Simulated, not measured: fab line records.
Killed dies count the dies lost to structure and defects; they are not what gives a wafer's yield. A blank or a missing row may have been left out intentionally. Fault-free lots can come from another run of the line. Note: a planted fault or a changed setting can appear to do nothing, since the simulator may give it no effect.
Which tool was responsible? ; flow gf180mcu ; Sampling: 12 lots, 36 wafers, 5 of 602 route steps

== WHAT THE GAUGES READ, wafer by wafer ==
GF_PSD_RS_MEAS_15: uses a four-point probe to measure.
lot;measured;on;PSD_RS (ohm/sq)
L779;day 14 12:49;filmMetro-01;108.52 108.46 108.42
L782;day 15 08:13;filmMetro-02;108.40 108.80 108.56
L783;day 15 20:40;filmMetro-01;108.10 108.46 108.25
L786;day 16 19:41;filmMetro-01;108.27 108.76 108.45
L787;day 17 02:49;filmMetro-01;108.50 108.52 108.54
L788;day 17 08:23;filmMetro-04;108.19 108.47 108.41
L789;day 17 20:13;filmMetro-01;108.30 107.71 107.93
L796;day 20 09:10;filmMetro-01;109.77 109.40 109.73
L799;day 21 04:43;filmMetro-04;108.65 108.85 108.62
L800;day 21 14:02;filmMetro-02;108.46 108.40 108.49
L801;day 22 10:07;filmMetro-01;108.65 108.56 108.93
L802;day 22 13:26;filmMetro-02;108.60 108.20 108.31

== TOOL THAT RAN EACH LOT (tool first, then ch and the chambers of the sampled wafers, then the start) ==
lot;GF_HV_LDD_STRIP_22;GF_HV_LDD_RTA_52;GF_PSD_IMPLANT_09;GF_PSD_STRIP_10
L779;plasmaAsher-01 ch 0,1, day 11 00:44;rtpAnneal-01 ch 0, day 12 16:06;implanter-04 ch 0, day 14 12:14;plasmaAsher-02 ch 0,1, day 14 12:23
L782;plasmaAsher-01 ch 0,1, day 11 18:17;rtpAnneal-01 ch 0, day 13 10:55;implanter-01 ch 0, day 15 07:40;plasmaAsher-02 ch 0,1, day 15 07:49
L783;plasmaAsher-01 ch 0,1, day 12 04:41;rtpAnneal-02 ch 0, day 13 21:53;implanter-02 ch 0, day 15 20:07;plasmaAsher-01 ch 0,1, day 15 20:14
L786;plasmaAsher-04 ch 0,1, day 13 01:38;rtpAnneal-01 ch 0, day 14 20:10;implanter-02 ch 0, day 16 19:08;plasmaAsher-01 ch 0,1, day 16 19:15
L787;plasmaAsher-04 ch 0,1, day 13 07:31;rtpAnneal-02 ch 0, day 15 02:12;implanter-01 ch 0, day 17 02:15;plasmaAsher-01 ch 0,1, day 17 02:24
L788;plasmaAsher-01 ch 0,1, day 13 12:17;rtpAnneal-01 ch 0, day 15 07:05;implanter-01 ch 0, day 17 07:50;plasmaAsher-02 ch 0,1, day 17 07:56
L789;plasmaAsher-04 ch 0,1, day 13 23:29;rtpAnneal-01 ch 0, day 15 19:11;implanter-02 ch 0, day 17 19:39;plasmaAsher-02 ch 0,1, day 17 19:48
L796;plasmaAsher-04 ch 0,1, day 16 06:43;rtpAnneal-01 ch 0, day 18 04:46;implanter-02 ch 0, day 20 08:37;plasmaAsher-02 ch 0,1, day 20 08:44
L799;plasmaAsher-01 ch 0,1, day 17 00:17;rtpAnneal-01 ch 0, day 19 00:32;implanter-01 ch 0, day 21 04:10;plasmaAsher-01 ch 0,1, day 21 04:19
L800;plasmaAsher-04 ch 1, day 17 09:09;rtpAnneal-02 ch 0, day 19 09:43;implanter-04 ch 0, day 21 13:26;plasmaAsher-01 ch 0,1, day 21 13:33
L801;plasmaAsher-01 ch 0,1, day 18 04:47;rtpAnneal-01 ch 0, day 20 06:30;implanter-04 ch 0, day 22 09:29;plasmaAsher-03 ch 0,1, day 22 09:38
L802;plasmaAsher-04 ch 0,1, day 18 08:09;rtpAnneal-02 ch 0, day 20 09:57;implanter-04 ch 0, day 22 12:52;plasmaAsher-01 ch 0,1, day 22 12:59
- GF_HV_LDD_STRIP_22: strips in O2/N2.
- GF_HV_LDD_RTA_52: time 10 s.
- GF_PSD_IMPLANT_09
- GF_PSD_STRIP_10: strips in O2/N2.

== AS READ BY THE TOOLS THEMSELVES (means over the sampled wafers that have a number; for cases with no such wafer, the mark the record gives instead) ==
GF_HV_LDD_STRIP_22.
lot;tool;drypumpMotorCurrentA (A);heaterPowerW (W);oesProductAu (a.u.);stripTimeToEndpointS (s)
L779;plasmaAsher-01;6.3;351;0.716;12.58
L782;plasmaAsher-01;6.3;350;0.714;12.62
L783;plasmaAsher-01;6.3;350;0.714;12.55
L786;plasmaAsher-04;5.4;310;0.713;12.64
L787;plasmaAsher-04;5.4;308;0.713;12.58
L788;plasmaAsher-01;6.3;349;0.712;12.57
L789;plasmaAsher-04;5.4;310;0.715;12.56
L796;plasmaAsher-04;5.6;293;0.715;12.61
L799;plasmaAsher-01;6.0;326;0.718;12.62
L800;plasmaAsher-04;5.8;277;0.715;12.61
L801;plasmaAsher-01;6.3;354;0.719;12.63
L802;plasmaAsher-04;5.4;305;0.713;12.61

GF_HV_LDD_RTA_52.
lot;tool;annealTempCMax;lampPowerPct (%);wafer_temp_C_max
L779;rtpAnneal-01;1006.5;29.3;1005.2
L782;rtpAnneal-01;1005.9;29.2;1004.3
L783;rtpAnneal-02;1003.4;34.1;1003.6
L786;rtpAnneal-01;1007.0;29.2;1004.3
L787;rtpAnneal-02;1003.4;34.1;1003.0
L788;rtpAnneal-01;1005.5;29.2;1005.5
L789;rtpAnneal-01;1006.6;29.2;1003.8
L796;rtpAnneal-01;1006.6;29.3;1005.7
L799;rtpAnneal-01;1006.9;29.3;1004.9
L800;rtpAnneal-02;1003.6;34.1;1004.5
L801;rtpAnneal-01;1005.3;29.2;1004.6
L802;rtpAnneal-02;1003.0;34.1;1002.7

GF_PSD_STRIP_10.
lot;tool;drypumpMotorCurrentA (A);heaterPowerW (W);oesProductAu (a.u.);stripTimeToEndpointS (s)
L779;plasmaAsher-02;5.6;364;0.593;16.50
L782;plasmaAsher-02;5.5;367;0.589;16.54
L783;plasmaAsher-01;6.3;352;0.589;16.61
L786;plasmaAsher-01;6.3;350;0.589;16.52
L787;plasmaAsher-01;6.0;330;0.589;16.51
L788;plasmaAsher-02;5.6;340;0.592;16.56
L789;plasmaAsher-02;5.6;356;0.594;16.56
L796;plasmaAsher-02;5.6;342;0.595;16.37
L799;plasmaAsher-01;6.1;328;0.587;16.50
L800;plasmaAsher-01;6.3;351;0.593;16.48
L801;plasmaAsher-03;5.7;328;0.587;16.53
L802;plasmaAsher-01;6.0;329;0.590;16.51

== THE ANSWER, worked out from the rows above alone ==
Rule: what is usual is taken from the lots themselves. The widest of any qualifying gaps counts: lots, ordered by their means at a reading, are off when they make up no more than a third of the lots, leave a main group of 4 or more, and stand apart from it by 3 or more times the standard deviation of that group's means. The tables above print the reading to a certain number of digits; a main group whose means all agree to those digits is not used. A lot without any number at a reading at which 4 lots or more have one is off too. All remaining lots with rows at the step are treated as sound. After the gauges, taken in route order, come the tools' own readings; for these a lot's mean is taken, as printed above. At the first step where some lot is off, the reading lying furthest off is the one used; lots without a number count as furthest.
Off: at GF_PSD_RS_MEAS_15 (PSD_RS), L796. The main group: mean 108.45 ohm/sq, standard deviation 0.2.
If a tool, at a process step before that reading, ran all the lots that are off and no sound lot after the first of them, it fits. The gauges at GF_PSD_RS_MEAS_15 aren't tried: what is off there is off at GF_PSD_STRIP_10 too, on other tools, and a gauge's error can't cause that. 2 tools fit, implanter-02 at GF_PSD_IMPLANT_09 and plasmaAsher-02 at GF_PSD_STRIP_10, so this cannot tell which one it is.

== WHAT THE SIMULATOR PUT IN ==
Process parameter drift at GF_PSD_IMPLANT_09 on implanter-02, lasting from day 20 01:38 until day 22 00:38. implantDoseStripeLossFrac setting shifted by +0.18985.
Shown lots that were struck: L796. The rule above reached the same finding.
